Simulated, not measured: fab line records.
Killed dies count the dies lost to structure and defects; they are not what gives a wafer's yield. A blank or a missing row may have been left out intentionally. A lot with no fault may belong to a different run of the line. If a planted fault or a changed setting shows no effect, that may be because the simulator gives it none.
Which of the tools did it? + flow gf180mcu + 21 wafers from 7 lots sampled at 3 of the route's 602 steps

== WHAT THE GAUGES READ, wafer by wafer ==
GF_MIM_RS_MEAS_10: measures by four-point-probe.
| lot  | measured     | on            | MIM_ALCU_RS (ohm/sq) |
|------|--------------|---------------|----------------------|
| L978 | day 24 19:27 | film-metro-04 | 0.1581 0.1586 0.1587 |
| L981 | day 25 18:45 | film-metro-04 | 0.1569 0.1575 0.1572 |
| L983 | day 26 03:01 | film-metro-01 | 0.1621 0.1618 0.1623 |
| L985 | day 26 21:15 | film-metro-01 | 0.1592 0.1591 0.1581 |
| L993 | day 29 04:32 | film-metro-03 | 0.1607 0.1599 0.1599 |
| L998 | day 30 15:55 | film-metro-01 | 0.1624 0.1611 0.1589 |
| L100 | day 31 01:52 | film-metro-04 | 0.1604 0.1615 0.1623 |

== EACH LOT AND THE TOOL THAT RAN IT (in order: tool; ch and the chambers of the sampled wafers; start) ==
| lot  | GF_V4_SPUTTER_21             | GF_MIM_SPUTTER_02            |
|------|------------------------------|------------------------------|
| L978 | pvd-sputter-01, day 24 18:19 | pvd-sputter-02, day 24 19:09 |
| L981 | pvd-sputter-04, day 25 17:38 | pvd-sputter-01, day 25 18:28 |
| L983 | pvd-sputter-04, day 26 01:47 | pvd-sputter-01, day 26 02:43 |
| L985 | pvd-sputter-01, day 26 20:08 | pvd-sputter-01, day 26 20:58 |
| L993 | pvd-sputter-01, day 29 03:26 | pvd-sputter-03, day 29 04:16 |
| L998 | pvd-sputter-04, day 30 14:47 | pvd-sputter-02, day 30 15:37 |
| L100 | pvd-sputter-04, day 31 00:42 | pvd-sputter-02, day 31 01:32 |
- GF_V4_SPUTTER_21: material Ti, target thk 15 nm, time 80.02 s.
- GF_MIM_SPUTTER_02: material AlCu, target thk 450 nm, time 23.9 s.

== THE ANSWER, worked out from the rows above alone ==
Rule: the usual values come from the lots themselves. Put in order of their means at a reading, lots are off if they are a third of the lots or fewer, leave a main group of 4 or more, and stand apart from it by a gap of 3 or more times the standard deviation of the main group's means; of several such gaps the widest counts. A main group whose means are all the same, to the digits that the tables above print for the reading, isn't used. A lot without any number at a reading at which 4 lots or more have one is off too. Any other lot the step has rows for is counted as sound.
Across all readings shown, no lot is off: no conclusion can be drawn from this.

== WHAT HAD BEEN PUT IN BY THE SIMULATOR ==
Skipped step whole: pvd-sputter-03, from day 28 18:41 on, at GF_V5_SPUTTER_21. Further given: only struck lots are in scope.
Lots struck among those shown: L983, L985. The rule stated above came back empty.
